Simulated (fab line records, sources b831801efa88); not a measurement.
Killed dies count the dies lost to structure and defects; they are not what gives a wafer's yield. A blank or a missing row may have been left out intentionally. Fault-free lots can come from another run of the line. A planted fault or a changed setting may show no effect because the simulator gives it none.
Check of tool commonality / flow gf180mcu / Lots sampled 13, wafers sampled 39

REASON FOR OPENING
3 of 13 lots carry a flag on the reading NWELL_RS at GF_VT_IMPLANT_RS_MEAS_47. Wafers without a fault read 488.0 ohm/sq, standard deviation 1.3.
Rule: a lot is flagged when every wafer of it that has a number lies more than 4 standard deviations from that mean, or none has a number. All remaining lots are regarded as sound.

lot=L901; measured=day 7 10:13; on=film metro-03; NWELL_RS (ohm/sq), wafer by wafer=486.6 486.7 486.2; flag=
lot=L902; measured=day 7 19:46; on=film metro-02; NWELL_RS (ohm/sq), wafer by wafer=488.0 489.3 487.3; flag=
lot=L903; measured=day 8 00:08; on=film metro-03; NWELL_RS (ohm/sq), wafer by wafer=485.9 486.6 487.0; flag=
lot=L904; measured=day 8 05:08; on=film metro-03; NWELL_RS (ohm/sq), wafer by wafer=487.1 488.4 487.6; flag=
lot=L905; measured=day 8 13:15; on=film metro-02; NWELL_RS (ohm/sq), wafer by wafer=489.3 490.8 489.9; flag=
lot=L913; measured=day 10 21:14; on=film metro-02; NWELL_RS (ohm/sq), wafer by wafer=480.3 480.2 479.0; flag=FLAGGED
lot=L914; measured=day 11 02:08; on=film metro-04; NWELL_RS (ohm/sq), wafer by wafer=478.2 478.5 478.5; flag=FLAGGED
lot=L915; measured=day 11 09:25; on=film metro-02; NWELL_RS (ohm/sq), wafer by wafer=480.1 479.6 479.1; flag=FLAGGED
lot=L916; measured=day 11 15:28; on=film metro-03; NWELL_RS (ohm/sq), wafer by wafer=488.0 487.7 487.7; flag=
lot=L917; measured=day 12 03:14; on=film metro-04; NWELL_RS (ohm/sq), wafer by wafer=489.7 489.1 489.4; flag=
lot=L919; measured=day 12 13:41; on=film metro-03; NWELL_RS (ohm/sq), wafer by wafer=488.3 488.1 486.9; flag=
lot=L922; measured=day 14 00:56; on=film metro-03; NWELL_RS (ohm/sq), wafer by wafer=489.8 487.8 487.1; flag=
lot=L924; measured=day 14 15:22; on=film metro-02; NWELL_RS (ohm/sq), wafer by wafer=487.5 487.8 487.3; flag=
Average over the flagged lots: 479.3 ohm/sq; offset from the usual -8.7 ohm/sq, equal to -7 standard deviations.

LOT BY LOT: THE TOOL USED
The record holds 1 process step before the reading, out of a route of 602 steps. Cell contents, in order: the tool; ch with the chambers the sampled wafers went through; the start.
lot=L901; flag=; GF_NWELL_IMPLANT_09=implanter-03 ch 0, day 3 06:59
lot=L902; flag=; GF_NWELL_IMPLANT_09=implanter-04 ch 0, day 3 14:31
lot=L903; flag=; GF_NWELL_IMPLANT_09=implanter-04 ch 0, day 3 18:53
lot=L904; flag=; GF_NWELL_IMPLANT_09=implanter-02 ch 0, day 4 00:25
lot=L905; flag=; GF_NWELL_IMPLANT_09=implanter-03 ch 0, day 4 06:02
lot=L913; flag=FLAGGED; GF_NWELL_IMPLANT_09=implanter-03 ch 0, day 6 02:55
lot=L914; flag=FLAGGED; GF_NWELL_IMPLANT_09=implanter-03 ch 0, day 6 06:41
lot=L915; flag=FLAGGED; GF_NWELL_IMPLANT_09=implanter-03 ch 0, day 6 12:08
lot=L916; flag=; GF_NWELL_IMPLANT_09=implanter-04 ch 0, day 6 18:49
lot=L917; flag=; GF_NWELL_IMPLANT_09=implanter-04 ch 0, day 7 01:11
lot=L919; flag=; GF_NWELL_IMPLANT_09=implanter-04 ch 0, day 7 11:07
lot=L922; flag=; GF_NWELL_IMPLANT_09=implanter-02 ch 0, day 8 13:26
lot=L924; flag=; GF_NWELL_IMPLANT_09=implanter-04 ch 0, day 9 02:13
What the steps here do:
- GF_NWELL_IMPLANT_09
- GF_VT_IMPLANT_RS_MEAS_47: measures by four-point-probe.

FLAGGED OVER TOTAL, TOOL BY TOOL (the gauges that took the reading come last)
step=GF_NWELL_IMPLANT_09; tool=implanter-02; lots run=2; flagged=0; share of the flagged lots=none; sound lots run after its first flagged lot=-
step=GF_NWELL_IMPLANT_09; tool=implanter-03; lots run=5; flagged=3; share of the flagged lots=all; sound lots run after its first flagged lot=0
step=GF_NWELL_IMPLANT_09; tool=implanter-04; lots run=6; flagged=0; share of the flagged lots=none; sound lots run after its first flagged lot=-
step=GF_VT_IMPLANT_RS_MEAS_47; tool=film metro-02; lots run=5; flagged=2; share of the flagged lots=some; sound lots run after its first flagged lot=1 (L924)
step=GF_VT_IMPLANT_RS_MEAS_47; tool=film metro-03; lots run=6; flagged=0; share of the flagged lots=none; sound lots run after its first flagged lot=-
step=GF_VT_IMPLANT_RS_MEAS_47; tool=film metro-04; lots run=2; flagged=1; share of the flagged lots=some; sound lots run after its first flagged lot=1 (L917)

THE TABLE: WHAT IT ALLOWS
Rows of the table that ran each flagged lot: 1, that is implanter-03 at GF_NWELL_IMPLANT_09.
- implanter-03 at GF_NWELL_IMPLANT_09 ran 5 lots, 3 of them flagged. It ran its last sound lot, L905, at day 4 06:02 and its first flagged lot, L913, at day 6 02:55: a fault with its onset between the two fits. Its own readings (dose ions cm2, faraday current uA) fall more than 4 standard deviations out on all wafers of the flagged lots.
Left over: one tool, implanter-03 at GF_NWELL_IMPLANT_09.

WHAT THE SIMULATOR HAD PUT IN
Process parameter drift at GF_NWELL_IMPLANT_09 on implanter-03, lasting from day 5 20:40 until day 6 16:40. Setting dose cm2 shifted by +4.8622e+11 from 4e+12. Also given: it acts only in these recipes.
Lots struck among those shown: L913, L914, L915. The rule above found the same.
